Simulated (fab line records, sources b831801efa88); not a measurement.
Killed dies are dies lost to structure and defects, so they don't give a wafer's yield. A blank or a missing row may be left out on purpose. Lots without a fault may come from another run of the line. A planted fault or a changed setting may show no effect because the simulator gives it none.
fab line records | flow sky130
record lots=6 wafers=18 last_day=49
route steps=708 shown PWDE@54 NWELL@56 PAD_OPEN@708
lots that met no fault: from a run of the same line without faults
start_h: hours from the record's first day to the start of the lot's first wafer shown | wait_h: hours since the lot's step before | " the same as in the row above | L1.1+2: a row that stands for several wafers | - no value, or no start given | * or withheld: withheld | < > ~ a bound
route shown NAME@n: a module of which the file shows steps, and the number in the route of the first | usual: mean/standard deviation of fault-free wafers | same: alike in all rows | chamber/n: place in a boat | sites: the reading at each site | _std_site: their standard deviation | _edge_site: outer sites' mean less inner sites' | radius_mm: how far each site lies from the wafer's centre | mask NAME#n: copy n | behind: the tool/chamber that last shaped the wafer | hold: why the lot was held/for how many hours/how that ended | device: the transistor (n, p or np) that didn't switch | end of line: the same wafers' tests at the end of the route | a step without rows: its recipe alone | killed: dies lost to structure and defects at the first sort, not the wafer's yield | map: a wafer's dies, x killed, . not, _ none there
set.NAME: the setting as run; set.NAME@STEP: as run at that earlier step | model.NAME: the simulator's own value behind a step, which no gauge read
lots at some steps of the route; a table a step, a row a wafer
services: from which hour (start_h, from the record's first day; less than 0 if before it) a tool's chamber was out of use, for how many hours, and why
## steps
# step SKY_PWDE_STRIP_09
# recipe chemistry=O2/N2 power_w=1400 pressure_mtorr=1500 platen_temp_c=withheld o2_flow_sccm=3000 n2_flow_sccm=300 overash_fraction=0.5
# usual drypump_motor_current_A=5.80/0.21 oes_product_au=0.722/0.0042 strip_time_to_endpoint_s=36.87/0.088
# columns lot.wafer tool chamber start_h wait_h drypump_motor_current_A oes_product_au rf_hours_counter_h strip_time_to_endpoint_s
L841.1 plasma_asher-02 1 83.59 0.1 5.50 0.722 41 36.99
L841.3 " 0 " " 6.07 0.719 - 37.01
L841.6 " 1 " " 5.43 0.724 - 37.10
L842.2 plasma_asher-04 0 90.14 0.1 5.66 0.717 41 36.79
L842.4 " 0 " " 5.63 0.711 - 36.88
L842.6 " 0 " " 5.64 0.722 - 36.91
L845.1 plasma_asher-01 1 107.84 0.1 5.75 0.717 28 36.85
L845.3 " 1 " " 5.76 0.720 - 36.77
L845.6 " 1 " " 5.74 0.722 - 36.79
L848.2 plasma_asher-04 0 127.71 0.1 5.63 0.724 45 36.91
L848.3 " 1 " " 5.73 0.716 - 36.84
L848.5 " 0 " " 5.63 0.715 - 36.99
L858.2 plasma_asher-04 1 179.85 0.1 5.68 0.720 50 36.92
L858.4 " 1 " " 5.71 0.715 - 36.90
L858.5 " 1 " " 5.72 0.727 - 36.90
L859.2 plasma_asher-01 0 183.39 0.1 6.00 0.724 36 36.77
L859.3 " 1 " " 5.73 0.719 - 36.81
L859.4 " 0 " " 5.98 0.723 - 36.91
# step SKY_PWDE_TW_MEAS_10
# usual PWDE_TW=372.8/2.6
# columns lot.wafer tool chamber start_h wait_h PWDE_TW
L841.1 film_metro-02 - 83.69 0.1 374.0
L841.3 " - " " 374.2
L841.6 " - " " 373.7
L842.2 film_metro-01 - 90.25 0.1 372.0
L842.4 " - " " 368.2
L842.6 " - " " 367.7
L845.1 film_metro-01 - 107.94 0.1 371.0
L845.3 " - " " 370.3
L845.6 " - " " 370.7
L848.2 film_metro-04 - 127.82 0.1 374.4
L848.3 " - " " 374.8
L848.5 " - " " 375.0
L858.2 film_metro-04 - 179.96 0.1 374.3
L858.4 " - " " 373.9
L858.5 " - " " 376.5
L859.2 film_metro-04 - 183.50 0.1 375.9
L859.3 " - " " 374.6
L859.4 " - " " 373.0
# step SKY_NWELL_DEHYDRATE_03
# recipe temp_c=200 time_s=60
# step SKY_NWELL_HMDS_04
# recipe prime_time_s=60 prime_temp_c=120
# step SKY_NWELL_COAT_05
# recipe spin_rpm=2000 resist_thk_nm=3000
# step SKY_NWELL_SOFTBAKE_06
# recipe temp_c=110 time_s=withheld
# step SKY_NWELL_EXPOSE_07
# recipe mask_id=NWM na=0.6 source_shape=conventional sigma_outer=0.6 polarization=unpolarized target_cd_nm=840 dose_mj=255
# step SKY_NWELL_PEB_08
# recipe temp_c=115 time_s=withheld
# step SKY_NWELL_DEVELOP_09
# recipe wall_angle_deg=90 developer=TMAH develop_time_s=60 dev_temp_c=23
# step SKY_NWELL_OVL_MEAS_10
# usual NWELL_00_OVL=-0.4/1.5
# columns lot.wafer tool chamber start_h wait_h NWELL_00_OVL[nm]
L841.1 overlay-02 - 100.77 - -1.5
L841.3 " - " " -1.6
L841.6 " - " " 1.4
L842.2 overlay-02 - 106.96 - -1.8
L842.4 " - " " -0.6
L842.6 " - " " -1.1
L845.1 overlay-01 - 126.26 - 1.0
L845.3 " - " " 1.4
L845.6 " - " " 1.6
L848.2 overlay-02 - 146.28 - -0.9
L848.3 " - " " -1.3
L848.5 " - " " -0.1
L858.2 overlay-02 - 199.83 - -2.6
L858.4 " - " " -2.6
L858.5 " - " " -1.6
L859.2 overlay-02 - 204.38 - -2.2
L859.3 " - " " 0.0
L859.4 " - " " -0.9
# step SKY_NWELL_IMPLANT_11
# recipe species=P energy_kev=400 dose_cm2=1.871e+13 tilt_deg=withheld
# step SKY_NWELL_IMPLANT_12
# recipe species=P energy_kev=120 dose_cm2=1.3e+12 tilt_deg=withheld
# step SKY_NWELL_IMPLANT_13
# recipe species=P energy_kev=50 dose_cm2=7e+11 tilt_deg=withheld
# usual dose_ions_cm2=7e+11/7e+08 faraday_current_uA=3.94/0.079
# columns lot.wafer tool chamber start_h wait_h dose_ions_cm2 faraday_current_uA
L841.1 implanter-04 0 101.10 0.1 7.003e+11 3.91
L841.3 " 0 " " 7.004e+11 3.99
L841.6 " 0 " " 7.004e+11 3.97
L842.2 implanter-02 0 107.32 0.1 7.002e+11 3.93
L842.4 " 0 " " 7.004e+11 3.91
L842.6 " 0 " " 7.007e+11 4.02
L845.1 implanter-04 0 126.59 0.1 1.1957e+12 6.86
L845.3 " 0 " " 1.1954e+12 6.85
L845.6 " 0 " " 1.1947e+12 6.72
L848.2 implanter-04 0 146.64 0.1 1.1948e+12 6.84
L848.3 " 0 " " 1.1952e+12 6.61
L848.5 " 0 " " 1.1939e+12 6.74
L858.2 implanter-02 0 200.19 0.1 6.996e+11 4.00
L858.4 " 0 " " 7e+11 3.94
L858.5 " 0 " " 7.001e+11 4.05
L859.2 implanter-04 0 204.74 0.1 7.015e+11 4.04
L859.3 " 0 " " 7.002e+11 3.89
L859.4 " 0 " " 7.018e+11 3.84
# step SKY_NWELL_STRIP_14
# recipe chemistry=O2/N2 power_w=1400 pressure_mtorr=1500 platen_temp_c=withheld o2_flow_sccm=3000 n2_flow_sccm=300 overash_fraction=0.5
# usual drypump_motor_current_A=5.5/0.49 oes_product_au=0.722/0.0045 strip_time_to_endpoint_s=36.89/0.096
# columns lot.wafer tool chamber start_h wait_h drypump_motor_current_A oes_product_au rf_hours_counter_h strip_time_to_endpoint_s
L841.1 plasma_asher-02 0 101.25 0.1 6.1 0.715 43 36.94
L841.3 " 1 " " 5.5 0.721 - 36.77
L841.6 " 0 " " 6.1 0.726 - 36.75
L842.2 plasma_asher-03 1 107.44 0.1 5.0 0.717 42 36.78
L842.4 " 1 " " 5.0 0.726 - 36.81
L842.6 " 1 " " 5.0 0.723 - 36.96
L845.1 plasma_asher-03 1 126.74 0.1 5.0 0.716 1 36.92
L845.3 " 1 " " 5.0 0.718 - 36.83
L845.6 " 1 " " 5.0 0.725 - 36.82
L848.2 plasma_asher-03 1 146.76 0.1 5.0 0.716 3 36.85
L848.3 " 1 " " 5.0 0.717 - 36.79
L848.5 " 0 " " 4.8 0.722 - 36.86
L858.2 plasma_asher-03 1 200.31 0.1 5.0 0.722 8 37.04
L858.4 " 0 " " 4.8 0.725 - 37.03
L858.5 " 1 " " 5.0 0.724 - 36.94
L859.2 plasma_asher-02 1 204.86 0.1 5.5 0.721 53 37.02
L859.3 " 1 " " 5.5 0.728 - 36.84
L859.4 " 0 " " 6.1 0.726 - 36.93
# step SKY_NWELL_TW_MEAS_15
# usual NWELL_TW=1806/13
# columns lot.wafer tool chamber start_h wait_h NWELL_TW
L841.1 film_metro-02 - 101.35 0.1 1807
L841.3 " - " " 1816
L841.6 " - " " 1818
L842.2 film_metro-04 - 107.55 0.1 1807
L842.4 " - " " 1813
L842.6 " - " " 1812
L845.1 film_metro-01 - 126.84 0.1 1802
L845.3 " - " " 1802
L845.6 " - " " 1822
L848.2 film_metro-02 - 146.87 0.1 1824
L848.3 " - " " 1814
L848.5 " - " " 1831
L858.2 film_metro-02 - 200.42 0.1 1806
L858.4 " - " " 1814
L858.5 " - " " 1814
L859.2 film_metro-04 - 204.97 0.1 1818
L859.3 " - " " 1826
L859.4 " - " " 1815
# step SKY_NWELL_DEHYDRATE_16
# recipe temp_c=200 time_s=60
# step SKY_NWELL_HMDS_17
# recipe prime_time_s=60 prime_temp_c=120
# step SKY_NWELL_COAT_18
# recipe spin_rpm=2000 resist_thk_nm=3000
# step SKY_NWELL_SOFTBAKE_19
# recipe temp_c=110 time_s=withheld
# step SKY_NWELL_EXPOSE_20
# recipe mask_id=NWM_COMPLEMENT na=0.6 source_shape=conventional sigma_outer=0.6 polarization=unpolarized target_cd_nm=840 dose_mj=260
# step SKY_NWELL_PEB_21
# recipe temp_c=115 time_s=withheld
# step SKY_NWELL_DEVELOP_22
# recipe wall_angle_deg=90 developer=TMAH develop_time_s=60 dev_temp_c=23
# step SKY_NWELL_OVL_MEAS_23
# usual NWELL_01_OVL=0.4/1.4
# columns lot.wafer tool chamber start_h wait_h NWELL_01_OVL[nm]
L841.1 overlay-01 - 119.63 - 1.4
L841.3 " - " " 0.8
L841.6 " - " " -0.6
L842.2 overlay-02 - 125.02 - 2.2
L842.4 " - " " 3.1
L842.6 " - " " 1.2
L845.1 overlay-01 - 144.96 - 2.1
L845.3 " - " " 3.0
L845.6 " - " " 1.0
L848.2 overlay-02 - 166.83 - 0.9
L848.3 " - " " -1.2
L848.5 " - " " 0.3
L858.2 overlay-02 - 221.61 - -1.3
L858.4 " - " " -0.8
L858.5 " - " " -0.4
L859.2 overlay-02 - 226.22 - -1.5
L859.3 " - " " -1.9
L859.4 " - " " -0.6
# step SKY_NWELL_IMPLANT_24
# recipe species=B energy_kev=140 dose_cm2=9.2e+12 tilt_deg=withheld
# step SKY_NWELL_STRIP_25
# recipe chemistry=O2/N2 power_w=1400 pressure_mtorr=1500 platen_temp_c=withheld o2_flow_sccm=3000 n2_flow_sccm=300 overash_fraction=0.5
# usual drypump_motor_current_A=5.7/0.4 oes_product_au=0.722/0.0047 strip_time_to_endpoint_s=36.86/0.092
# columns lot.wafer tool chamber start_h wait_h drypump_motor_current_A oes_product_au rf_hours_counter_h strip_time_to_endpoint_s
L841.1 plasma_asher-02 0 119.81 0.1 6.1 0.722 45 36.87
L841.3 " 0 " " 6.1 0.725 - 36.72
L841.6 " 0 " " 6.1 0.724 - 36.80
L842.2 plasma_asher-03 0 125.20 0.1 4.8 0.717 1 36.83
L842.4 " 0 " " 4.8 0.714 - 36.97
L842.6 " 0 " " 4.8 0.720 - 36.80
L845.1 plasma_asher-03 0 145.14 0.1 4.9 0.731 3 36.84
L845.3 " 0 " " 4.8 0.728 - 36.75
L845.6 " 0 " " 4.8 0.716 - 36.86
L848.2 plasma_asher-01 1 167.01 0.1 5.7 0.717 34 36.85
L848.3 " 1 " " 5.8 0.720 - 36.82
L848.5 " 1 " " 5.8 0.718 - 36.77
L858.2 plasma_asher-02 0 221.79 0.1 6.1 0.719 55 36.92
L858.4 " 1 " " 5.5 0.721 - 36.93
L858.5 " 1 " " 5.5 0.725 - 37.01
L859.2 plasma_asher-02 1 226.40 0.1 5.5 0.726 55 36.83
L859.3 " 1 " " 5.5 0.724 - 36.95
L859.4 " 0 " " 6.1 0.721 - 36.86
# step SKY_NWELL_TW_MEAS_26
# usual NWELL_2_TW=496/3
# columns lot.wafer tool chamber start_h wait_h NWELL_2_TW
L841.1 film_metro-04 - 119.91 0.1 498
L841.3 " - " " 500
L841.6 " - " " 496
L842.2 film_metro-04 - 125.31 0.1 495
L842.4 " - " " 493
L842.6 " - " " 499
L845.1 film_metro-04 - 145.24 0.1 497
L845.3 " - " " 497
L845.6 " - " " 498
L848.2 film_metro-01 - 167.12 0.1 490
L848.3 " - " " 492
L848.5 " - " " 495
L858.2 film_metro-01 - 221.90 0.1 492
L858.4 " - " " 494
L858.5 " - " " 496
L859.2 film_metro-02 - 226.51 0.1 497
L859.3 " - " " 498
L859.4 " - " " 495
# step SKY_NWELL_CLEAN_27
# recipe chemistry=SC1/SC2 mix=1:4:20 temp_c=70 time_s=150 dry=n2_spin
# step SKY_NWELL_RTA_28
# recipe temp_c=1050 time_s=30 idle_temp_c=650 ramp_up_c_per_s=150 ramp_down_c_per_s=90 ambient=N2
# usual lamp_power_pct=25.31/0.053 wafer_temp_C_max=1054.9/0.95
# same time_s=30
# columns lot.wafer tool chamber start_h wait_h lamp_power_pct wafer_temp_C_max
L841.1 rtp_anneal-01 0 120.02 0.0 25.29 1055.2
L841.3 " 0 " " 25.27 1055.9
L841.6 " 0 " " 25.25 1054.1
L842.2 rtp_anneal-02 0 125.43 0.0 25.29 1055.9
L842.4 " 0 " " 25.23 1054.2
L842.6 " 0 " " 25.30 1054.4
L845.1 rtp_anneal-01 0 145.35 0.0 25.29 1054.8
L845.3 " 0 " " 25.29 1055.0
L845.6 " 0 " " 25.37 1055.6
L848.2 rtp_anneal-01 0 167.24 0.0 25.30 1054.9
L848.3 " 0 " " 25.40 1054.1
L848.5 " 0 " " 25.37 1054.6
L858.2 rtp_anneal-01 0 222.02 0.0 25.27 1055.0
L858.4 " 0 " " 25.25 1053.8
L858.5 " 0 " " 25.31 1054.7
L859.2 rtp_anneal-02 0 226.63 0.0 25.27 1054.2
L859.3 " 0 " " 25.39 1053.9
L859.4 " 0 " " 25.36 1055.3
# step SKY_NWELL_RS_MEAS_29
# recipe thk_meas_gauge=four-point-probe
# usual NWELL_RS=630.4/1.5
# columns lot.wafer tool chamber start_h wait_h hold NWELL_RS[ohm/sq]
L841.1 film_metro-01 - 120.12 0.1 - 631.7
L841.3 " - " " - 630.7
L841.6 " - " " - 631.5
L842.2 film_metro-04 - 125.54 0.1 - 631.8
L842.4 " - " " - 631.2
L842.6 " - " " - 631.3
L845.1 film_metro-01 - 145.45 0.1 await_dispo/0.2h/release 615.3
L845.3 " - " " await_dispo/0.2h/release 617.8
L845.6 " - " " await_dispo/0.2h/release 616.4
L845.1 film_metro-01 - 145.81 0.3 - 615.0
L845.3 " - " " - 618.5
L845.6 " - " " - 614.5
L848.2 film_metro-04 - 167.34 0.1 await_dispo/0.2h/release 615.4
L848.3 " - " " await_dispo/0.2h/release 613.8
L848.5 " - " " await_dispo/0.2h/release 613.9
L848.2 film_metro-04 - 167.70 0.3 - 614.3
L848.3 " - " " - 614.2
L848.5 " - " " - 614.5
L858.2 film_metro-04 - 222.12 0.1 - 630.4
L858.4 " - " " - 629.3
L858.5 " - " " - 630.3
L859.2 film_metro-04 - 226.73 0.1 - 629.2
L859.3 " - " " - 628.7
L859.4 " - " " - 629.9
# step SKY_PAD_OPEN_PROBE_99
# usual killed_at_M0_to_M3=43/7.1 killed_at_M4_up=3.0/1.9 killed_at_contacts=24/5 killed_at_front_end=15/4.3 killed_at_other=0.3/0.5 killed_dies=85/9.6 killed_open=46/7.1 killed_short=39/6.8
# same gross_dies=492 killed_at_back_side=0
# columns lot.wafer tool chamber start_h wait_h killed_at_M0_to_M3 killed_at_M4_up killed_at_contacts killed_at_front_end killed_at_other killed_dies killed_open killed_short model.etest.nfet_16v.r_on_ohm_um model.etest.pfet_g5v0d10v5.r_on_ohm_um model.etest.tip_p.rs_ohm_sq model.etest.tip_p_5v.rs_ohm_sq model.etest.pfet_g5v0d10v5.drive_ua_um model.etest.pfet_01v8_lvt.drive_ua_um model.etest.pfet_16v.drive_ua_um model.etest.pfet_01v8.drive_ua_um
L842.2 prober-01 - 1084.35 0.1 42 5 11 18 0 76 36 40 1.416e+04 4692 6864 2826 343.5 177.9 247.7 190.2
L842.4 prober-01 - 1084.45 0.2 56 3 26 10 0 95 58 37 1.417e+04 4840 6814 2844 337.5 174.3 243.4 187.2
L842.6 prober-01 - 1084.55 0.2 33 2 24 20 0 79 44 35 1.404e+04 4708 6909 2838 346 176.3 247 193.3
L841.1 prober-02 - 1094.67 0.1 41 4 22 16 0 83 48 35 1.439e+04 4824 6812 2873 337.7 168.6 238.1 185.9
L841.3 prober-02 - 1094.77 0.2 40 4 21 14 1 80 41 39 1.448e+04 4807 6812 2869 337.7 172.7 235.8 193.7
L841.6 prober-02 - 1094.92 0.2 39 2 20 13 0 74 41 33 1.444e+04 4792 6783 2842 342.5 174.5 240.8 193.9
L845.1 prober-01 - 1119.32 0.1 35 2 29 17 1 84 52 32 1.366e+04 5070 7012 2932 316 157.5 232.2 181.8
L845.3 prober-01 - 1119.42 0.2 28 4 20 20 1 73 42 31 1.365e+04 5063 7060 2935 318.4 157.8 231.7 182.6
L845.6 prober-01 - 1119.57 0.2 48 2 26 13 1 90 41 49 1.351e+04 5001 6959 2956 320.3 158.4 234.2 178.4
L848.2 prober-02 - 1129.37 0.1 38 7 28 11 0 84 42 42 1.356e+04 5022 6960 2956 319.9 154.6 228.1 184.2
L848.3 prober-02 - 1129.42 0.2 43 3 11 11 0 68 35 33 1.356e+04 5018 6985 2964 321.7 155.4 229.6 183.2
L848.5 prober-02 - 1129.52 0.2 32 7 27 20 1 87 38 49 1.357e+04 4962 6997 2951 325.9 157.7 230.8 188.4
L858.2 prober-01 - 1177.29 0.1 42 3 29 21 0 95 51 44 1.438e+04 4778 6857 2865 335.9 174.6 241.1 195.4
L858.4 prober-01 - 1177.39 0.2 39 2 23 25 0 89 51 38 1.421e+04 4855 6918 2890 332.3 172.2 245.8 188.9
L858.5 prober-01 - 1177.44 0.2 46 2 24 17 0 89 44 45 1.442e+04 4845 6894 2880 333.3 171.6 240 187.3
L859.2 prober-02 - 1185.53 0.1 39 2 17 18 0 76 48 28 1.407e+04 4719 6915 2852 347.3 173.9 248.7 185.5
L859.3 prober-02 - 1185.58 0.2 43 8 23 7 0 81 39 42 1.417e+04 4743 6940 2825 341.4 172.8 244 183.1
L859.4 prober-02 - 1185.63 0.2 32 4 23 15 0 74 40 34 1.424e+04 4807 6864 2844 339.1 172.2 244.6 179.5
# killed by level:class
L842.2 VIA1:geometric_particle:open=11 FIELD_ISO:geometric_particle:short=6 FIELD_ISO:geometric_particle:open=5 VIA1:geometric_particle:short=5 METAL1:geometric_particle:short=5 VIA2:geometric_particle:open=5 VIA2:geometric_particle:short=5 LOCAL_INTERCONNECT:geometric_particle:short=4
L842.4 VIA1:geometric_particle:open=14 CONTACT:geometric_particle:open=9 METAL1:geometric_particle:short=8 LI_CONTACT:geometric_particle:open=7 VIA3:geometric_particle:open=7 VIA2:geometric_particle:open=6 METAL2:geometric_particle:open=5 METAL3:geometric_particle:short=5
L842.6 CONTACT:geometric_particle:open=9 VIA1:geometric_particle:open=8 LI_CONTACT:geometric_particle:open=7 POLY_GATE:geometric_particle:open=6 FIELD_ISO:geometric_particle:open=5 CONTACT:geometric_particle:short=5 FIELD_ISO:geometric_particle:short=4 METAL1:geometric_particle:short=4
L841.1 LI_CONTACT:geometric_particle:open=9 VIA1:geometric_particle:open=8 CONTACT:geometric_particle:open=8 VIA2:geometric_particle:open=7 VIA1:geometric_particle:short=5 FIELD_ISO:geometric_particle:short=4 POLY_GATE:geometric_particle:open=4 LOCAL_INTERCONNECT:geometric_particle:short=4
L841.3 VIA1:geometric_particle:open=16 CONTACT:geometric_particle:open=7 LOCAL_INTERCONNECT:geometric_particle:short=5 FIELD_ISO:geometric_particle:short=4 LI_CONTACT:geometric_particle:short=4 METAL4:geometric_particle:short=4 VIA3:geometric_particle:open=4 METAL2:geometric_particle:short=4
L841.6 LI_CONTACT:geometric_particle:open=10 METAL1:geometric_particle:short=8 VIA3:geometric_particle:open=7 FIELD_ISO:geometric_particle:open=5 CONTACT:geometric_particle:open=5 FIELD_ISO:geometric_particle:short=4 VIA1:geometric_particle:short=4 METAL2:geometric_particle:short=4
L845.1 LI_CONTACT:geometric_particle:open=11 VIA1:geometric_particle:open=10 CONTACT:geometric_particle:open=10 VIA2:geometric_particle:open=9 POLY_GATE:geometric_particle:short=5 VIA3:geometric_particle:open=5 LOCAL_INTERCONNECT:geometric_particle:short=4 FIELD_ISO:geometric_particle:short=3
L845.3 LI_CONTACT:geometric_particle:open=8 VIA1:geometric_particle:open=8 FIELD_ISO:geometric_particle:short=5 CONTACT:geometric_particle:open=5 POLY_GATE:geometric_particle:open=5 POLY_GATE:geometric_particle:short=5 VIA2:geometric_particle:open=5 FIELD_ISO:geometric_particle:open=4
L845.6 VIA1:geometric_particle:open=16 CONTACT:geometric_particle:short=9 METAL1:geometric_particle:short=7 POLY_GATE:geometric_particle:short=6 VIA2:geometric_particle:open=6 LI_CONTACT:geometric_particle:open=5 LOCAL_INTERCONNECT:geometric_particle:short=5 METAL2:geometric_particle:short=5
L848.2 CONTACT:geometric_particle:open=12 VIA1:geometric_particle:short=9 VIA1:geometric_particle:open=7 LI_CONTACT:geometric_particle:open=6 LI_CONTACT:geometric_particle:short=5 VIA2:geometric_particle:open=5 METAL4:geometric_particle:short=5 METAL2:geometric_particle:short=4
L848.3 VIA1:geometric_particle:open=7 CONTACT:geometric_particle:open=6 VIA1:geometric_particle:short=6 VIA3:geometric_particle:short=5 VIA2:geometric_particle:open=5 VIA3:geometric_particle:open=5 METAL1:geometric_particle:short=4 METAL2:geometric_particle:short=4
L848.5 FIELD_ISO:geometric_particle:short=9 CONTACT:geometric_particle:open=9 LOCAL_INTERCONNECT:geometric_particle:short=7 METAL4:geometric_particle:short=7 METAL1:geometric_particle:short=6 VIA1:geometric_particle:open=6 METAL2:geometric_particle:short=6 VIA3:geometric_particle:open=5
L858.2 CONTACT:geometric_particle:short=12 VIA1:geometric_particle:open=11 CONTACT:geometric_particle:open=9 VIA2:geometric_particle:open=8 POLY_GATE:geometric_particle:open=6 POLY_GATE:geometric_particle:short=6 METAL1:geometric_particle:short=5 VIA3:geometric_particle:open=5
L858.4 POLY_GATE:geometric_particle:open=9 POLY_GATE:geometric_particle:short=9 CONTACT:geometric_particle:open=9 LI_CONTACT:geometric_particle:open=7 VIA1:geometric_particle:short=6 VIA1:geometric_particle:open=6 VIA2:geometric_particle:open=6 VIA3:geometric_particle:open=6
L858.5 VIA1:geometric_particle:open=9 CONTACT:geometric_particle:open=9 METAL1:geometric_particle:short=7 CONTACT:geometric_particle:short=7 LI_CONTACT:geometric_particle:open=6 METAL2:geometric_particle:short=6 VIA1:geometric_particle:short=5 VIA3:geometric_particle:open=5
L859.2 VIA1:geometric_particle:open=12 CONTACT:geometric_particle:open=9 METAL1:geometric_particle:short=7 VIA3:geometric_particle:open=6 FIELD_ISO:geometric_particle:short=4 POLY_GATE:geometric_particle:open=4 POLY_GATE:geometric_particle:short=4 LI_CONTACT:geometric_particle:open=4
L859.3 VIA2:geometric_particle:open=9 VIA1:geometric_particle:open=7 METAL2:geometric_particle:short=6 METAL4:geometric_particle:short=6 LI_CONTACT:geometric_particle:open=5 CONTACT:geometric_particle:short=5 CONTACT:geometric_particle:open=5 VIA2:geometric_particle:short=5
L859.4 CONTACT:geometric_particle:open=8 VIA1:geometric_particle:open=8 FIELD_ISO:geometric_particle:short=6 CONTACT:geometric_particle:short=6 VIA3:geometric_particle:open=6 LI_CONTACT:geometric_particle:open=5 VIA1:geometric_particle:short=5 FIELD_ISO:geometric_particle:open=4
## services
# columns tool chamber start_h hours kind
rtp_anneal-01 - 91.18 4.4 pm
plasma_asher-03 - 99.39 1.2 repair
plasma_asher-03 - 101.93 5.0 repair
plasma_asher-03 - 108.75 9.0 pm
plasma_asher-03 0 108.75 9.0 vent_cycle
plasma_asher-03 1 108.75 9.0 vent_cycle
plasma_asher-03 0 117.75 - clean
plasma_asher-03 1 117.75 - clean
implanter-02 - 123.53 13.8 pm
implanter-02 - 145.32 3.1 repair
plasma_asher-03 - 151.18 2.8 pm
plasma_asher-02 - 151.88 0.8 repair
implanter-04 - 158.55 1.1 repair
implanter-04 - 159.67 3.5 pm
plasma_asher-02 - 167.08 0.9 repair
plasma_asher-03 - 171.04 0.9 repair
implanter-04 - 223.69 1.8 repair
## key
first_sign step=SKY_NWELL_IMPLANT_13 reading=dose_ions_cm2 direction=up sigmas=99+ usual=* struck=*
effect step=SKY_NWELL_IMPLANT_13 reading=faraday_current_uA direction=up sigmas=36 usual=3.94 struck=6.77
effect step=SKY_NWELL_RS_MEAS_29 reading=visit direction=added
effect step=SKY_NWELL_RS_MEAS_29 reading=NWELL_RS direction=down sigmas=10 usual=630.4 struck=615.4
model_effect step=SKY_PAD_OPEN_PROBE_99 value=etest.nfet_16v.r_on_ohm_um without=1.408e+04 struck=1.358e+04
met_at SKY_NWELL_IMPLANT_13
struck_wafers L845.1,L845.3,L845.6,L848.2,L848.3,L848.5
tester_left_out L845,L848
onset_between 101.10 126.59
fault kind=process_parameter_drift tool=implanter-04 chamber=- onset_h=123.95 steps=SKY_NWELL_IMPLANT_13 channel=dose_cm2 offset=* shape=step end_h=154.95 acts_in=* stated=*
# tester_left_out: of these lots the tester's yield and bins aren't shown, on N5 and GAA mostly nor the transistor test; their killed dies are dies lost to structure and defects alone, not to doping, threshold or leakage, so they don't give the yield
